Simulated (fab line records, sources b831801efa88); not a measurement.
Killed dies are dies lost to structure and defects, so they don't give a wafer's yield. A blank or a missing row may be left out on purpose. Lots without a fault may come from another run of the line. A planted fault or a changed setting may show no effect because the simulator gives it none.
Which tool did it? | flow gf180mcu | 6 lots, 18 wafers sampled, at 3 steps of a route of 602

WHAT THE GAUGES READ, wafer by wafer
GF_DUAL_GATE_THK_MEAS_03.
lot  | measured     | on            | DUAL_GATE_OXIDATION_00_THK (nm)
L770 | day 7 22:40  | film_metro-03 | 10.24 10.64 10.55
L774 | day 9 03:07  | film_metro-04 | 10.80 10.95 10.86
L776 | day 9 16:05  | film_metro-03 | 16.72 17.05 16.85
L780 | day 10 20:25 | film_metro-03 | 10.87 10.95 10.86
L783 | day 11 16:42 | film_metro-03 | 10.69 10.60 10.54
L790 | day 13 15:38 | film_metro-04 | 10.93 10.86 10.75

WHICH TOOL RAN EACH LOT (tool, then ch and the chambers of the sampled wafers, then the start)
lot  | GF_VT_IMPLANT_STRIP_09               | GF_DUAL_GATE_OXIDATION_02
L770 | plasma_asher-04 ch 0,1, day 5 20:58  | furnace-02 ch 0, day 7 21:13
L774 | plasma_asher-04 ch 0,1, day 6 23:19  | furnace-02 ch 0, day 9 01:40
L776 | plasma_asher-02 ch 0,1, day 7 09:17  | furnace-01 ch 0, day 9 11:58 and furnace-02 ch 0, day 9 14:37
L780 | plasma_asher-04 ch 0,1, day 8 12:26  | furnace-02 ch 0, day 10 18:56
L783 | plasma_asher-04 ch 0,1, day 9 05:13  | furnace-02 ch 0, day 11 15:14
L790 | plasma_asher-02 ch 0,1, day 11 04:16 | furnace-02 ch 0, day 13 14:10
- GF_VT_IMPLANT_STRIP_09: strips in O2/N2.
- GF_DUAL_GATE_OXIDATION_02: stabilise 600 s, purge 300 s, target thk 10.887 nm.

THE ANSWER, worked out from the rows above alone
Rule: what is usual is taken from the lots themselves. Put in order of their means at a reading, lots are off if they are a third of the lots or fewer, leave a main group of 4 or more, and stand apart from it by a gap of 3 or more times the standard deviation of the main group's means; of several such gaps the widest counts. A main group whose means are all the same, to the digits that the tables above print for the reading, isn't used. A lot without any number at a reading at which 4 lots or more have one is off too. The other lots that the step has rows for count as sound.
Off: L776, at GF_DUAL_GATE_THK_MEAS_03 (DUAL_GATE_OXIDATION_00_THK). The main group: mean 10.74 nm, standard deviation 0.17.
A tool fits if, at a process step before that reading, it ran every lot that is off, and no sound lot after the first of them. The gauges at GF_DUAL_GATE_THK_MEAS_03 are tried like those tools. One fits: furnace-01 at GF_DUAL_GATE_OXIDATION_02. It ran no sound lot before its first lot that is off in this sample, so the start can't be narrowed down.

WHAT THE SIMULATOR HAD PUT IN
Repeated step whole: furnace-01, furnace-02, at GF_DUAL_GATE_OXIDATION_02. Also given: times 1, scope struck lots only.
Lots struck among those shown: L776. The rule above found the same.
